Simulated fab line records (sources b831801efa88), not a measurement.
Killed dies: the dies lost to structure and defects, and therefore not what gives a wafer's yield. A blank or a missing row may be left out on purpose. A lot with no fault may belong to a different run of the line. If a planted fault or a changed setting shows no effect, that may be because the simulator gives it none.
One fault through the eyes of 2 desks || flow sky130 || only its own numbers are on each desk; what lay behind them is given at the end

THE METROLOGY DESK
What the gauges read, lot by lot, whatever tool the lot ran on: means of the sampled wafers that have a number. Any lot whose mean is over 4 standard deviations away from the usual mean is out of limits and marked OUT; that distance is given in the brackets.
Columns: A = LDD_N_OVL at SKY_LDD_N_OVL_MEAS_07, usual 0.6 nm
{"lot": "L419", "first seen here": "day 19 16:49", "A": -0.4}
{"lot": "L420", "first seen here": "day 20 07:13", "A": 0.1}
{"lot": "L427", "first seen here": "day 22 18:03", "A": 0.3}
{"lot": "L436", "first seen here": "day 25 06:24", "A": 0.6}
{"lot": "L437", "first seen here": "day 25 15:22", "A": 0.2}
{"lot": "L438", "first seen here": "day 25 16:55", "A": 1.0}
Finding of this desk: none of the 6 lots has anything out of limits.

TOOL OWNER'S DESK, implanter-02
The tool's own readings at SKY_LDD_N_IMPLANT_15, given as means over the sampled wafers that have a number, one for each lot that went through this tool. Any lot whose mean is over 4 standard deviations away from the usual mean is out of limits and marked OUT; that distance is given in the brackets.
Columns: A = beam_on_s at SKY_LDD_N_IMPLANT_15, usual 10.00 s; B = faraday_current_uA at SKY_LDD_N_IMPLANT_15, usual 28.2
{"lot": "L419", "first seen here": "day 19 17:56", "A": 9.94, "B": 28.5}
{"lot": "L436", "first seen here": "day 25 07:29", "A": "12.68 (+14) OUT", "B": "22.2 (-11) OUT"}
{"lot": "L437", "first seen here": "day 25 16:27", "A": "12.78 (+15) OUT", "B": "22.1 (-11) OUT"}
This desk finds L436, L437 out of limits, L436 being first, at day 25 07:29 (beam_on_s at SKY_LDD_N_IMPLANT_15). Within limits: L419.

ALL TOGETHER
At day 25 07:29, on L436, L437, the tool owner's desk was in a position to raise an alarm.
At the metrology desk, nothing out of limits was observed.
The metrology desk has L436, L437 on record, within its limits.
On implanter-02, each named lot ran SKY_LDD_N_IMPLANT_15.

WHAT WAS PUT IN BY THE SIMULATOR
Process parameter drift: implanter-02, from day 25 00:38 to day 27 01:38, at SKY_LDD_N_IMPLANT_15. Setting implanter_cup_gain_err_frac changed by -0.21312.
Shown lots that were struck: L436, L437.
Each desk's first reading out of limits, in hours after the fault started: the tool owner's desk, 7.
